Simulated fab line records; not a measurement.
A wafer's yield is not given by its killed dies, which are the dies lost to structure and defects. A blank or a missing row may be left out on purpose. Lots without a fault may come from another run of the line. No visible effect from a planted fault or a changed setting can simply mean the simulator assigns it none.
Lot-split experiment :: flow sky130 :: 23 wafers read from 5 lots, route of 708 steps

== SPLIT DETAILS ==
At SKY_VIA4_CMP_02 (polishes SiO2), the setting leave_above_ref_nm was moved away from the recipe's 580 nm on 5 of the 23 wafers read, by -5.8% to -3.5%. All remaining wafers had this setting at the recipe value.

Between the split and the reading, the file records no step.

== THE READING ==
oes_product_au, in a.u., at SKY_VIA4_ETCH_12 (etches SiO2 in C4F8/O2/Ar, stops on TiN, target depth 580 nm). On this fab line, fault-free wafers typically give 0.926 a.u. with a standard deviation of 0.0045 a.u.

wafer: L074.1
tool, chamber at the split: cmp-02, 0
leave_above_ref_nm as run, nm: 546.2
against the recipe: -5.8%
oes_product_au, a.u.: 0.895
against lot-mates on the recipe: -0.033

wafer: L074.2
tool, chamber at the split: cmp-02, 3,2
leave_above_ref_nm as run, nm: 580
against the recipe: recipe
oes_product_au, a.u.: 0.927
against lot-mates on the recipe: -

wafer: L074.3
tool, chamber at the split: cmp-02, 2
leave_above_ref_nm as run, nm: 580
against the recipe: recipe
oes_product_au, a.u.: 0.927
against lot-mates on the recipe: -

wafer: L074.4
tool, chamber at the split: cmp-02, 1
leave_above_ref_nm as run, nm: 546.2
against the recipe: -5.8%
oes_product_au, a.u.: 0.891
against lot-mates on the recipe: -0.037

wafer: L074.6
tool, chamber at the split: cmp-02, 3,2
leave_above_ref_nm as run, nm: 580
against the recipe: recipe
oes_product_au, a.u.: 0.930
against lot-mates on the recipe: -

wafer: L077.1
tool, chamber at the split: cmp-02, 1
leave_above_ref_nm as run, nm: 559.7
against the recipe: -3.5%
oes_product_au, a.u.: 0.904
against lot-mates on the recipe: -0.021

wafer: L077.2
tool, chamber at the split: cmp-02, 2
leave_above_ref_nm as run, nm: 580
against the recipe: recipe
oes_product_au, a.u.: 0.923
against lot-mates on the recipe: -

wafer: L077.4
tool, chamber at the split: cmp-02, 0
leave_above_ref_nm as run, nm: 559.7
against the recipe: -3.5%
oes_product_au, a.u.: 0.904
against lot-mates on the recipe: -0.021

wafer: L077.5
tool, chamber at the split: cmp-02, 0
leave_above_ref_nm as run, nm: 559.7
against the recipe: -3.5%
oes_product_au, a.u.: 0.908
against lot-mates on the recipe: -0.017

wafer: L077.6
tool, chamber at the split: cmp-02, 1
leave_above_ref_nm as run, nm: 580
against the recipe: recipe
oes_product_au, a.u.: 0.926
against lot-mates on the recipe: -

wafer: L081.1
tool, chamber at the split: cmp-02, 2
leave_above_ref_nm as run, nm: 580
against the recipe: recipe
oes_product_au, a.u.: 0.927
against lot-mates on the recipe: -

wafer: L081.2
tool, chamber at the split: cmp-02, 1
leave_above_ref_nm as run, nm: 580
against the recipe: recipe
oes_product_au, a.u.: 0.924
against lot-mates on the recipe: -

wafer: L081.3
tool, chamber at the split: cmp-02, 0
leave_above_ref_nm as run, nm: 580
against the recipe: recipe
oes_product_au, a.u.: 0.926
against lot-mates on the recipe: -

wafer: L081.4
tool, chamber at the split: cmp-02, 3
leave_above_ref_nm as run, nm: 580
against the recipe: recipe
oes_product_au, a.u.: 0.923
against lot-mates on the recipe: -

wafer: L081.5
tool, chamber at the split: cmp-02, 2
leave_above_ref_nm as run, nm: 580
against the recipe: recipe
oes_product_au, a.u.: 0.926
against lot-mates on the recipe: -

wafer: L084.2
tool, chamber at the split: cmp-01, 0,2,1
leave_above_ref_nm as run, nm: 580
against the recipe: recipe
oes_product_au, a.u.: 0.928
against lot-mates on the recipe: -

wafer: L084.3
tool, chamber at the split: cmp-01, 3
leave_above_ref_nm as run, nm: 580
against the recipe: recipe
oes_product_au, a.u.: 0.925
against lot-mates on the recipe: -

wafer: L084.4
tool, chamber at the split: cmp-01, 0,2,1
leave_above_ref_nm as run, nm: 580
against the recipe: recipe
oes_product_au, a.u.: 0.924
against lot-mates on the recipe: -

wafer: L084.5
tool, chamber at the split: cmp-01, 0
leave_above_ref_nm as run, nm: 580
against the recipe: recipe
oes_product_au, a.u.: 0.925
against lot-mates on the recipe: -

wafer: L084.6
tool, chamber at the split: cmp-01, 0,2,1
leave_above_ref_nm as run, nm: 580
against the recipe: recipe
oes_product_au, a.u.: 0.921
against lot-mates on the recipe: -

wafer: L085.1
tool, chamber at the split: cmp-01, 3
leave_above_ref_nm as run, nm: 580
against the recipe: recipe
oes_product_au, a.u.: 0.925
against lot-mates on the recipe: -

wafer: L085.3
tool, chamber at the split: cmp-01, 1
leave_above_ref_nm as run, nm: 580
against the recipe: recipe
oes_product_au, a.u.: 0.924
against lot-mates on the recipe: -

wafer: L085.6
tool, chamber at the split: cmp-01, 2
leave_above_ref_nm as run, nm: 580
against the recipe: recipe
oes_product_au, a.u.: 0.927
against lot-mates on the recipe: -
Where a row lists several chambers, the file gives one row for several wafers and doesn't say which wafer went through which chamber.

FIT RESULTS
A straight line over all 23 wafers: oes_product_au changes by +0.00562 a.u. for each +1% of leave_above_ref_nm; r = +0.98; the points scatter about the line by 0.0021 a.u.
The same after taking each lot's own level away (the mean of its wafers on the recipe; 23 wafers): +0.00584 a.u. for each +1%; r = +0.99; scatter 0.0019 a.u.
Per that fit: largest leave_above_ref_nm move, reading shift of 0.034 a.u.
Across the lots, their own levels run from 0.9245 to 0.9280 a.u., a range of 0.8 times the standard deviation given above.
So the lot-to-lot level changes the slope little: the two slopes agree.
Check: -0.0344 a.u. against its lot-mates is what the line predicts for one of the wafers moved furthest among these (-5.8%) when that wafer is left out of the fit. Against them it came out at -0.033 a.u.

== OTHER SPLITS APPLIED TO THESE WAFERS ==
Before the reading, these wafers also passed through other splits. Each is held against what the fit with the lots' levels taken away leaves over:
other split on the same wafers: SKY_METAL3_SPUTTER_01 power_w
wafers away from the commonest value: 7
r with oes_product_au (lot level and that fit taken away): +0.11

other split on the same wafers: SKY_CAPM_SPUTTER_02 power_w
wafers away from the commonest value: 5
r with oes_product_au (lot level and that fit taken away): +0.07

other split on the same wafers: SKY_CAPM_METAL_ETCH_13 time_s
wafers away from the commonest value: 12
r with oes_product_au (lot level and that fit taken away): +0.18

other split on the same wafers: SKY_VIA3_ETCH_14 time_s
wafers away from the commonest value: 6
r with oes_product_au (lot level and that fit taken away): -0.33

other split on the same wafers: SKY_METAL4_SPUTTER_02 power_w
wafers away from the commonest value: 5
r with oes_product_au (lot level and that fit taken away): +0.14

other split on the same wafers: SKY_CAP2M_DEVELOP_11 dev_temp_c
wafers away from the commonest value: 8
r with oes_product_au (lot level and that fit taken away): -0.15

other split on the same wafers: SKY_CAP2M_METAL_ETCH_13 bias_w
wafers away from the commonest value: 8
r with oes_product_au (lot level and that fit taken away): +0.08

other split on the same wafers: SKY_METAL4_COAT_08 spin_rpm
wafers away from the commonest value: 10
r with oes_product_au (lot level and that fit taken away): +0.44

other split on the same wafers: SKY_METAL4_ETCH_17 source_w
wafers away from the commonest value: 9
r with oes_product_au (lot level and that fit taken away): +0.13

== THE WHOLE CHAIN: every reading that the file lists as answering this split, in the file's order ==
step: SKY_VIA4_CMP_02
what it does: polishes SiO2
reading: SiO2_of_VIA4_HDPCVD_00.thk_nm (the simulator's own value, which no gauge read)
change (the file's fit): +5.83 nm for each +1% of the setting
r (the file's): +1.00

step: SKY_VIA4_ETCH_12
what it does: etches SiO2 in C4F8/O2/Ar, stops on TiN, target depth 580 nm
reading: oes_product_au
change (the file's fit): +0.00586 a.u. for each +1% of the setting
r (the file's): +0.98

step: SKY_VIA4_ETCH_12
what it does: etches SiO2 in C4F8/O2/Ar, stops on TiN, target depth 580 nm
reading: VIA4.feature_depth_nm (the simulator's own value, which no gauge read)
change (the file's fit): +5.88 nm for each +1% of the setting
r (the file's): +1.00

== THE FILE'S OWN FIT ==
oes_product_au changes by +0.00586 a.u. for each +1% of leave_above_ref_nm, r = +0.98.
